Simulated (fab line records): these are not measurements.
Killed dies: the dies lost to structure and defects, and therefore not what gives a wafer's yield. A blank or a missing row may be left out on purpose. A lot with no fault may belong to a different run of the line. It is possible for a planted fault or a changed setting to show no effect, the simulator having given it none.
A struck lot beside a sound one    flow sky130    15 out of 708 route steps
Sound: these wafers, L735.3, L735.5, L735.6. Struck: wafers L732.1, L732.4, L732.5. The cause comes at the end.
Each step with rows lists, per side, the tool, then ch with its chambers, then its first start. Under that, the readings that differ: sound wafers    struck wafers    difference of the means    sigmas: that difference in standard deviations of wafers without a fault.
alike: a reading whose means differ by less than 2 such deviations, as well as words and numbers matching on both sides. not compared: withheld readings; readings where some wafer has no value; bounds like >300 that might hide an equal value; numbers whose values overlap and for which the record gives no deviation.
The two part at a step that has a row with sigmas, a row that says differs or no value, or rows on one side only. Numbers that have no deviation but don't overlap get no sigmas and don't part them. A reading that every wafer of one side lacks parts them only if that side has two wafers or more.

SKY_VIA2_STRIP_16: strips in O2/N2.
  sound on plasma_asher-04 ch 0,1, day 40 11:53; struck on plasma_asher-03 ch 0, day 39 05:30
  alike: drypump_motor_current_A, oes_product_au, strip_time_to_endpoint_s
  not compared: rf_hours_counter_h
then, 4 steps without rows for these wafers: SKY_VIA2_STRIP_17 (strips in post etch residue remover, time 1200 s); SKY_VIA2_CLEAN_18 (cleans in IPA, time 180 s); SKY_VIA2_CLEAN_19 (cleans in O3/DIW); SKY_VIA2_SPUTTER_20 (material TiN, target thk 20 nm, time 80 s).
SKY_VIA2_CVD_21: deposits W, target thk 420 nm, time 126.4 s.
  sound on cvd_w-02 ch 0,1, day 40 12:33; struck on cvd_w-02 ch 0,1, day 39 06:10
  alike: heater_power_w
SKY_VIA2_RS_MEAS_22: uses a four-point probe to measure.
  struck on film_metro-03, day 39 06:17; sound on film_metro-03, day 40 12:40
  alike: VIA2_W_RS
SKY_VIA2_THK_MEAS_23: measures by xrf.
  struck on film_metro-03, day 39 06:25; sound on film_metro-03, day 40 12:46
  alike: VIA2_W_THK
SKY_VIA2_CMP_24: polishes, stops on SiO2, t overpolish 20 s, target thk 0 nm.
  sound on cmp-01 ch 0,1,3, day 40 13:07; struck on cmp-01 ch 0,1, day 39 06:28
  alike: motor_current_A, overpolish_run_s, retaining_ring_pressure_frac, time_to_endpoint_s
SKY_METAL3_SPUTTER_00: material Ti, target thk 15 nm, time 10 s.
  struck on pvd_sputter-03, day 39 06:46; sound on pvd_sputter-04, day 40 13:19
  alike: cathode_dc_power_W, throttle_valve_pct
then, 2 steps without rows for these wafers: SKY_METAL3_SPUTTER_01 (material TiN, target thk 20 nm, time 16.7 s); SKY_METAL3_SPUTTER_02 (material AlCu, target thk 735 nm, time 39.1 s).
SKY_METAL3_SPUTTER_03: material Ti, target thk 5 nm, time 3.3 s.
  struck on pvd_sputter-03, day 39 06:52; sound on pvd_sputter-04, day 40 13:23
reading                                    sound              struck             difference  sigmas
model.Ti_of_METAL3_SPUTTER_03.thk_nm (nm)  5.115 5.117 5.135  7.189 7.318 7.231  +2.124      
  alike: cathode_dc_power_W, throttle_valve_pct
SKY_METAL3_SPUTTER_04: material TiN, target thk 70 nm, time 58.3 s.
  struck on pvd_sputter-03, day 39 06:52; sound on pvd_sputter-04, day 40 13:25
  alike: cathode_dc_power_W, throttle_valve_pct
SKY_PAD_OPEN_PROBE_99:
  sound wafers here have rows in the record (prober-02, day 49 00:11); struck ones have none

## WHERE THEY PART
At SKY_PAD_OPEN_PROBE_99 and nowhere else, as far as this record goes.

WHY: whatever the simulator had introduced
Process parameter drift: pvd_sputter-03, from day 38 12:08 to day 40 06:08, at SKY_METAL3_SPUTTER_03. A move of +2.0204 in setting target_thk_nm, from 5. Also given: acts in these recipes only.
